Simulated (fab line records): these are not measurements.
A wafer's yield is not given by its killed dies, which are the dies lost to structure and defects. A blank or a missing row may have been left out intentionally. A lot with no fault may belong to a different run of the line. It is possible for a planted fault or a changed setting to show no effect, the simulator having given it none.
Comparing a struck lot with a sound one / flow sky130 / 33 out of 708 route steps
Sound: these wafers, L138.1, L138.5, L138.6. Struck: wafer L146.4 (left out: L146.2, L146.5 of the same lot, which were not struck); the cause appears at the end.
At each step with rows: each side's tool, then ch and its chambers, then its first start. Under that, the readings that differ: sound wafers / struck wafers / difference of the means / sigmas: that difference in standard deviations of wafers without a fault.
alike: readings whose means differ by less than 2 such deviations, and words and numbers that are the same on both sides. not compared: withheld readings, readings that some wafer has no value for, bounds like >300 that may hide the same value, and numbers for which the record gives no deviation and whose values overlap.
The two part at a step that has a row with sigmas, a row that says differs or no value, or rows on one side only. Non-overlapping numbers with no deviation appear without sigmas and do not part them. A reading missing from all wafers of one side parts the sides only when that side holds two or more wafers.

first, 8 steps without rows for these wafers: SKY_LOCAL_INTERCONNECT_ETCH_13 (etches BARC in N2/H2, stops on SiO2, time 45.9 s, target depth 60 nm); SKY_LOCAL_INTERCONNECT_METAL_ETCH_14 (etches TiN in Cl2/BCl3, stops on PSG, target depth 110 nm, time 31.4 s); SKY_LOCAL_INTERCONNECT_STRIP_15 (strips in O2/N2); SKY_LOCAL_INTERCONNECT_STRIP_16 (strips in post etch residue remover, time 1200 s); SKY_LOCAL_INTERCONNECT_CLEAN_17 (cleans in IPA, time 180 s); SKY_LOCAL_INTERCONNECT_CLEAN_18 (cleans in O3/DIW); SKY_CONTACT_CVD_00 (deposits Si3N4, target thk 75 nm); SKY_CONTACT_HDPCVD_02 (deposits SiO2, target thk 565 nm, time 94.2 s).
SKY_CONTACT_CMP_04: polishes SiO2.
  sound on cmp-02 ch 1,2, day 30 12:25; struck on cmp-02 ch 0, day 32 19:47
  alike: motor current A, platen rpm, time to endpoint s
then, 23 steps without rows for these wafers: SKY_CONTACT_DEHYDRATE_06 (time 60 s); SKY_CONTACT_HMDS_07 (prime time 60 s); SKY_CONTACT_COAT_08 (resist thk 60 nm); SKY_CONTACT_COAT_09 (resist thk 450 nm); SKY_CONTACT_SOFTBAKE_10 (time 90 s); SKY_CONTACT_EXPOSE_11 (exposes mask CTM1, target cd 170 nm); SKY_CONTACT_PEB_12; SKY_CONTACT_DEVELOP_13 (develop time 60 s); SKY_CONTACT_ETCH_16 (etches BARC in N2/H2, stops on SiO2, time 45.9 s, target depth 60 nm); SKY_CONTACT_ETCH_17 (etches SiO2 in C4F8/O2/Ar, stops on Si3N4, target depth 340 nm); SKY_CONTACT_ETCH_18 (etches Si3N4 in CHF3/O2, stops on TiN, time 39 s, target depth 75 nm); SKY_CONTACT_STRIP_19 (strips in O2/N2); SKY_CONTACT_STRIP_20 (strips in post etch residue remover, time 1200 s); SKY_CONTACT_CLEAN_21 (cleans in IPA, time 180 s); SKY_CONTACT_CLEAN_22 (cleans in O3/DIW); SKY_CONTACT_SPUTTER_23 (material TiN, target thk 20 nm, time 80 s); SKY_CONTACT_CVD_24 (deposits W, target thk 340 nm, time 102.12 s); SKY_CONTACT_CMP_27 (polishes, stops on SiO2, t overpolish 15 s, target thk 0 nm); SKY_METAL1_SPUTTER_00 (material Ti, target thk 15 nm, time 10 s); SKY_METAL1_SPUTTER_01 (material TiN, target thk 20 nm, time 16.7 s); SKY_METAL1_SPUTTER_02 (material AlCu, target thk 250 nm, time 13.3 s); SKY_METAL1_SPUTTER_03 (material Ti, target thk 5 nm, time 3.3 s); SKY_METAL1_SPUTTER_04 (material TiN, target thk 70 nm, time 58.3 s).
-- the record jumps here: 15 days lie between the struck wafers' starts before and after (it left off in module METAL1 and takes up again in module PAD_OPEN, whose first step shown is number 708 of the route) --
SKY_PAD_OPEN_PROBE_99:
  sound: prober-02 at day 45 21:53; struck: prober-01 at day 47 14:27
reading=killed at contacts; sound=22 27 24; struck=114; difference=+90; sigmas=+15
reading=killed dies; sound=75 100 77; struck=173; difference=+89; sigmas=+10
reading=killed on rim; sound=15 21 16; struck=35; difference=+18; sigmas=+5
  alike: killed_at_M0_to_M3, killed_at_M4_up, killed at front end, killed at other, killed open, killed short

== WHERE THEY PART ==
Only at SKY_PAD_OPEN_PROBE_99, as far as this record shows.

WHY: what had been put in by the simulator
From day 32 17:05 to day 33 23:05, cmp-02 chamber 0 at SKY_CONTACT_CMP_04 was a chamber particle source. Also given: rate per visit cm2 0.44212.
